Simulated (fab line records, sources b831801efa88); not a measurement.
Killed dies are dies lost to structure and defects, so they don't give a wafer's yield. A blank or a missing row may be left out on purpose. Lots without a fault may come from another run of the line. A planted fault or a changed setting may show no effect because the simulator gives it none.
A struck lot beside a sound one | flow sfq_line | 18 steps out of a route of 325
Sound: wafers L659.4, L659.5, L659.6. Struck: wafers L669.1, L669.3, L669.6. The cause comes at the end.
At each step with rows: each side's tool, then ch and its chambers, then its first start. Under that, the readings that differ: sound wafers | struck wafers | difference of the means | sigmas: that difference in standard deviations of wafers without a fault.
alike: readings whose means differ by less than 2 such deviations, and words and numbers that are the same on both sides. not compared: withheld readings, readings that some wafer has no value for, bounds like >300 that may hide the same value, and numbers for which the record gives no deviation and whose values overlap.
The two part at a step that has a row with sigmas, a row that says differs or no value, or rows on one side only. Numbers that don't overlap but have no deviation are shown without sigmas and don't part them. A reading that every wafer of one side lacks parts them only if that side has two wafers or more.

SFQ_TRILAYER_M7_BARC_OPEN_METAL_ETCH_229: etches BARC in O2, target depth 125 nm, time 41.7 s.
  sound on rie_metal-01 ch 0,1, day 66 12:53; struck on rie_metal-01 ch 1, day 67 16:34
  alike: bias_w, chamber_pressure_mTorr, drypump_motor_current_A, oes_product_au
  not compared: rf_hours_counter_h
SFQ_TRILAYER_M7_ETCH_METAL_ETCH_180: etches Nb in Cl2/Ar, stops on SiO2, target depth 240 nm, time 120 s.
  sound on rie_metal-01 ch 0,1, day 66 12:58; struck on rie_metal-01 ch 1, day 67 16:37
  reading               | sound             | struck            | difference | sigmas
  oes_product_au (a.u.) | 0.882 0.886 0.882 | 0.898 0.899 0.897 | +0.015     | +2
  alike: bias_w, chamber_pressure_mTorr, drypump_motor_current_A
  not compared: rf_hours_counter_h
SFQ_TRILAYER_M7_STRIP_STRIP_181: strips in O2.
  sound on rie_metal-01 ch 0,1, day 66 13:14; struck on rie_metal-01 ch 1, day 67 16:45
  alike: chamber_pressure_mTorr, drypump_motor_current_A, oes_product_au
  not compared: rf_hours_counter_h
then, 1 step without rows for these wafers: SFQ_TRILAYER_M7_STRIP_SOLV_CLEAN_182 (cleans in NMP, time 600 s).
SFQ_TRILAYER_I7_DEP_PECVD_183: deposits SiO2 from SiH4/N2O, time 111.11 s, target thk 500 nm.
  sound on pecvd-03 ch 0,1,2, day 66 13:52; struck on pecvd-04 ch 1,2, day 67 17:31
  alike: heater_power_w, susceptor_temp_C, throttle_valve_pct
then, 1 step without rows for these wafers: SFQ_TRILAYER_I7_CMP_CMP_184 (polishes SiO2).
SFQ_I7_BOW_MEAS_946:
  sound on film_metro-01, day 66 16:58; struck on film_metro-02, day 68 06:25
  alike: I7_BOW
then, 5 steps without rows for these wafers: SFQ_TRILAYER_I7_METRO_MEASURE_185; SFQ_TRILAYER_I7_VIA_LITHO_COAT_192 (resist thk 62 nm); SFQ_TRILAYER_I7_VIA_LITHO_COAT_187 (resist thk 650 nm); SFQ_TRILAYER_I7_VIA_LITHO_SOFTBAKE_191; SFQ_TRILAYER_I7_VIA_LITHO_EXPOSE_188 (exposes mask I7, target cd 1000 nm).
-- the record jumps here: 4 days lie between the struck wafers' starts before and after --
SFQ_TRILAYER_I7_VIA_LITHO_PEB_190: peb time 60 s.
  sound on litho_track-02 ch 0, day 70 16:50; struck on litho_track-02 ch 0, day 71 20:32
  reading                  | sound                | struck               | difference | sigmas
  heater_power_total_W (W) | 79.21 79.19 79.05    | 81.44 81.37 81.46    | +2.27      | +34
  plate_temp_C (C)         | 115.00 114.84 115.01 | 117.57 117.79 117.37 | +2.63      | +20
then, 1 step without rows for these wafers: SFQ_TRILAYER_I7_VIA_LITHO_DEVELOP_189 (time 60 s).
SFQ_I7_OVL_MEAS_947:
  sound on overlay-01, day 70 17:05; struck on overlay-01, day 71 20:50
  alike: I7_OVL
SFQ_TRILAYER_I7_VIA_BARC_OPEN_VIA_ETCH_260: etches BARC in O2, target depth 125 nm, time 41.7 s.
  sound on rie_diel-01 ch 1,2, day 70 17:06; struck on rie_diel-04 ch 0,3, day 71 20:53
  reading             | sound           | struck         | difference | sigmas
  model.I7.cd_nm (nm) | 999 999.2 999.1 | 1042 1042 1043 | +43        |
  alike: bias_w, chamber_pressure_mTorr, drypump_motor_current_A, oes_product_au
  not compared: rf_hours_counter_h
SFQ_TRILAYER_I7_VIA_ETCH_VIA_ETCH_190: etches SiO2 in CHF3, stops on Nb, target depth 260 nm.
  sound on rie_diel-01 ch 1,2, day 70 17:08; struck on rie_diel-04 ch 0,3, day 71 20:55
  reading             | sound             | struck         | difference | sigmas
  model.I7.cd_nm (nm) | 996.3 995.7 998.7 | 1041 1042 1042 | +45        |
  alike: bias_w, chamber_pressure_mTorr, drypump_motor_current_A, oes_product_au
SFQ_TRILAYER_I7_VIA_STRIP_STRIP_191: strips in O2.
  sound on rie_metal-02 ch 0,1, day 70 17:27; struck on rie_metal-04 ch 0,1, day 71 21:02
  reading               | sound             | struck            | difference | sigmas
  oes_product_au (a.u.) | 0.988 0.991 0.988 | 1.009 1.008 1.009 | +0.020     | +2
  alike: chamber_pressure_mTorr, drypump_motor_current_A
  not compared: rf_hours_counter_h

WHERE THEY PART
First at SFQ_TRILAYER_M7_ETCH_METAL_ETCH_180; last, within this record, at SFQ_TRILAYER_I7_VIA_STRIP_STRIP_191.

WHY: what the simulator had put in
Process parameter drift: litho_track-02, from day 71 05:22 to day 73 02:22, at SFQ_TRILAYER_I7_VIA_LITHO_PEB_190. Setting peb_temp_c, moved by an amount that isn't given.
